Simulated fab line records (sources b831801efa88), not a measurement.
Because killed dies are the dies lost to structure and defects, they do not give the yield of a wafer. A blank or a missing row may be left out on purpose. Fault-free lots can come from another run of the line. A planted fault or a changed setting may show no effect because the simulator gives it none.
Which tool was responsible?    flow sfq_line    9 lots, 27 wafers sampled, at 5 steps of a route of 325

== WHAT THE GAUGES SHOWED, per wafer ==
SFQ_M5_OVL_MEAS_932. Usual: M5_OVL gives 3 nm (standard deviation 5).
lot   measured      on          M5_OVL (nm)  flag
L150  day 64 11:24  overlay-01  8 4 5        
L151  day 64 13:47  overlay-01  2 5 4        
L152  day 65 01:08  overlay-02  11 4 9       
L153  day 65 08:25  overlay-02  6 7 2        
L154  day 65 20:25  overlay-02  3 9 -4       
L155  day 66 01:13  overlay-01  0 0 -8       
L163  day 68 12:01  overlay-02  7 12 6       
L164  day 68 13:13  overlay-02  6 7 0        
L165  day 69 01:13  overlay-01  3 3 2        

== WHICH TOOL RAN EACH LOT (tool, then ch and the chambers of the sampled wafers, then the start) ==
lot   SFQ_TRILAYER_I4_DEP_PECVD_099    SFQ_TRILAYER_JJ_CE_LITHO_EXPOSE_115  SFQ_TRILAYER_JJ_CE_METRO_MEASURE_117  SFQ_TRILAYER_JJ_CE_STRIP_STRIP_120
L150  pecvd-01 ch 0,1,2, day 47 01:54  krf_scanner-02 ch 0, day 58 18:51    cd_sem-02, day 58 20:23               rie_metal-01 ch 0,1, day 58 22:05
L151  pecvd-02 ch 0,2, day 47 11:52    krf_scanner-02 ch 0, day 58 23:03    cd_sem-01, day 59 00:35               rie_metal-01 ch 1, day 59 02:31
L152  pecvd-01 ch 0,1,2, day 47 21:31  krf_scanner-02 ch 0, day 59 08:03    cd_sem-02, day 59 09:35               rie_metal-04 ch 0, day 59 11:41
L153  pecvd-02 ch 0,1, day 48 03:00    krf_scanner-02 ch 0, day 59 13:27    cd_sem-01, day 59 14:59               rie_metal-02 ch 0, day 59 16:53
L154  pecvd-04 ch 0,2, day 49 18:07    krf_scanner-02 ch 0, day 60 01:51    cd_sem-02, day 60 03:23               rie_metal-01 ch 0,1, day 60 05:07
L155  pecvd-02 ch 0,1,2, day 49 19:16  krf_scanner-02 ch 0, day 60 06:15    cd_sem-01, day 60 07:47               rie_metal-01 ch 0,1, day 60 09:43
L163  pecvd-01 ch 1,2, day 58 03:56    krf_scanner-01 ch 0, day 64 07:07    cd_sem-01, day 64 08:39               rie_metal-01 ch 0,1, day 64 10:24
L164  pecvd-02 ch 1,2, day 58 08:44    krf_scanner-01 ch 0, day 64 08:28    cd_sem-02, day 64 10:01               rie_metal-01 ch 0,1, day 64 11:55
L165  pecvd-01 ch 0,1,2, day 59 00:20  krf_scanner-01 ch 0, day 64 20:29    cd_sem-01, day 64 22:02               rie_metal-02 ch 0,1, day 64 23:55
- SFQ_TRILAYER_I4_DEP_PECVD_099: deposits SiO2 from SiH4/N2O, time 111.11 s, target thk 500 nm.
- SFQ_TRILAYER_JJ_CE_LITHO_EXPOSE_115: exposes mask J5, target cd 700 nm.
- SFQ_TRILAYER_JJ_CE_METRO_MEASURE_117
- SFQ_TRILAYER_JJ_CE_STRIP_STRIP_120: strips in O2.

== WHAT THE TOOLS THEMSELVES READ (means of the sampled wafers that have a number; where no wafer has one, the mark that the record gives instead) ==
SFQ_TRILAYER_I4_DEP_PECVD_099. Usual: heater_power_w 96 W, standard deviation 9.2; throttle_valve_pct 24.7 %, standard deviation 1.2.
lot   tool      heater_power_w (W)  throttle_valve_pct (%)  flag
L150  pecvd-01  104                 25.6                    
L151  pecvd-02  100                 23.7                    
L152  pecvd-01  101                 25.5                    
L153  pecvd-02  98                  23.6                    
L154  pecvd-04  91                  24.7                    
L155  pecvd-02  97                  24.2                    
L163  pecvd-01  108                 25.4                    
L164  pecvd-02  95                  25.0                    
L165  pecvd-01  99                  25.9                    

SFQ_TRILAYER_JJ_CE_LITHO_EXPOSE_115. Usual: exposure_dose_mJ_cm2 at 14.403, with a standard deviation of 0.016.
lot   tool            exposure_dose_mJ_cm2  flag
L150  krf_scanner-02  14.382                
L151  krf_scanner-02  14.412                
L152  krf_scanner-02  14.393                
L153  krf_scanner-02  15.756                OFF
L154  krf_scanner-02  15.778                OFF
L155  krf_scanner-02  15.762                OFF
L163  krf_scanner-01  14.399                
L164  krf_scanner-01  14.404                
L165  krf_scanner-01  14.416                

SFQ_TRILAYER_JJ_CE_METRO_MEASURE_117. Usual: cd_nm at 700.4 nm, with a standard deviation of 1.3.
lot   tool       cd_nm (nm)  flag
L150  cd_sem-02  701.4       
L151  cd_sem-01  700.0       
L152  cd_sem-02  700.3       
L153  cd_sem-01  684.9       OFF
L154  cd_sem-02  684.2       OFF
L155  cd_sem-01  686.4       OFF
L163  cd_sem-01  699.9       
L164  cd_sem-02  700.8       
L165  cd_sem-01  697.8       

SFQ_TRILAYER_JJ_CE_STRIP_STRIP_120. Usual: drypump_motor_current_A 6.0 A, standard deviation 0.46; oes_product_au 0.999 a.u., standard deviation 0.0084.
lot   tool          drypump_motor_current_A (A)  oes_product_au (a.u.)  flag
L150  rie_metal-01  5.5                          0.996                  
L151  rie_metal-01  5.6                          0.991                  
L152  rie_metal-04  6.5                          1.010                  
L153  rie_metal-02  6.1                          0.988                  
L154  rie_metal-01  5.5                          0.995                  
L155  rie_metal-01  5.5                          1.003                  
L163  rie_metal-01  5.5                          0.996                  
L164  rie_metal-01  5.5                          0.993                  
L165  rie_metal-02  5.9                          0.992                  

== THE ANSWER, worked out from the rows above alone ==
Rule: lot off if the mean of its wafers having a number is beyond 3 standard deviations from the usual mean. Also off: a lot with no number at a reading for which 4 or more lots have one. All remaining lots with rows at the step are treated as sound. The gauges are gone through in route order, then the tools' own readings, and for those a lot's mean is taken as printed above. The first step at which some lot is off is used, and at that step the reading that is off furthest; a lot without a number counts as furthest.
Off at SFQ_TRILAYER_JJ_CE_LITHO_EXPOSE_115 (exposure_dose_mJ_cm2): L153, L154, L155.
A tool fits if, at that step or a process step before it, it ran every lot that is off, and no sound lot after the first of them. One fits: krf_scanner-02 at SFQ_TRILAYER_JJ_CE_LITHO_EXPOSE_115. A fault onset in the window from L152 (day 59 08:03, its last sound lot) to L153 (day 59 13:27, its first lot off) fits.
The tool's own readings at SFQ_TRILAYER_JJ_CE_LITHO_EXPOSE_115 bear it out: on the lots that are off they differ by more than 5 times the standard deviation of the sound lots' means. exposure_dose_mJ_cm2 reads 15.765 there against 14.401 on the sound lots.

== WHAT THE SIMULATOR HAD INSERTED ==
Process parameter drift: krf_scanner-02, from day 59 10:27 on, at SFQ_TRILAYER_JJ_CE_LITHO_EXPOSE_115. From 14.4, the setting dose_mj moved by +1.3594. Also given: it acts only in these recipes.
Struck lots among those shown: L153, L154, L155. Same finding as the rule above.
